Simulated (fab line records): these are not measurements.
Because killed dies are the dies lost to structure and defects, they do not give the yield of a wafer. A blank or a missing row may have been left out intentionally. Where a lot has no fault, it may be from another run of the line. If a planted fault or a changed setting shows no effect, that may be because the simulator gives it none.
Matching of chambers	flow gf180mcu	cmp-02 running GF_STI_CMP_25: 4 sister chambers
The step polishes, stops on Si3N4, t overpolish 33 s, target thk 524.6 nm. 16 wafers are shown with their chamber, then 8 later ones without.

WAFERS, EACH WITH ITS CHAMBER
wafer	chamber	timeToEndpointS (s)	overpolishRunS (s)	motorCurrentA (A)
L635.2	3	124	33.000	12.8
L635.3	0	129	32.989	12.8
L635.6	2	121	32.994	12.5
L636.4	3	125	33.000	12.3
L636.5	0	128	32.994	11.7
L636.6	3	125	32.994	13.1
L637.1	1	123	32.993	12.1
L637.2	0	133	33.013	13.3
L637.5	0	128	33.005	12.5
L639.2	0	133	32.999	12.6
L639.4	3	128	32.996	12.1
L639.5	0	129	33.009	12.5
L642.3	2	124	33.006	12.4
L642.4	1	127	32.995	12.3
L642.6	2	120	33.005	12.0
L647.2	0	123	32.990	12.5

SIGNATURES (means of the wafers above)
reading	chamber 0	chamber 1	chamber 2	chamber 3	scatter within a chamber
timeToEndpointS	129.00	125.00	121.67	125.50	2.82
overpolishRunS	32.99986	32.99400	33.00167	32.99750	0.00736
motorCurrentA	12.557	12.200	12.300	12.575	0.423
Rule: a wafer lies at a distance from a chamber equal to the root of the sum of squares, over the readings, of (its reading less the chamber's mean, divided by the reading's scatter). If the next closest chamber is less than 2 further off than the closest, the wafer can't be placed; otherwise it belongs to the closest. The scatter: take each reading less its chamber's mean, square it, sum over the shown wafers, divide by the number of wafers less the number of chambers, and take the root.

WAFERS WITHOUT THEIR CHAMBER
wafer	timeToEndpointS (s)	overpolishRunS (s)	motorCurrentA (A)
L647.4	123	32.997	13.3
L647.5	111	33.004	12.3
L648.1	127	32.995	11.8
L648.2	115	32.996	12.9
L648.5	124	33.004	12.8
L655.1	118	33.001	12.2
L655.3	124	32.998	12.2
L655.5	121	33.006	12.2

WHICH CHAMBER EACH ONE RAN IN
wafer	from the rows above	in truth
L647.4	can't be placed: 3 or 2 or 1 or 0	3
L647.5	can't be placed: 2 or 1 or 3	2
L648.1	can't be placed: 1 or 3 or 0 or 2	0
L648.2	can't be placed: 2 or 3 or 1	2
L648.5	can't be placed: 3 or 2 or 0 or 1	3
L655.1	can't be placed: 2 or 1 or 3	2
L655.3	can't be placed: 1 or 2 or 3 or 0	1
L655.5	can't be placed: 2 or 3 or 1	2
Placed correctly: 0 of 8. Not placeable from these rows: 8 (in 8, the candidates include the true chamber). Placed wrongly: 0.
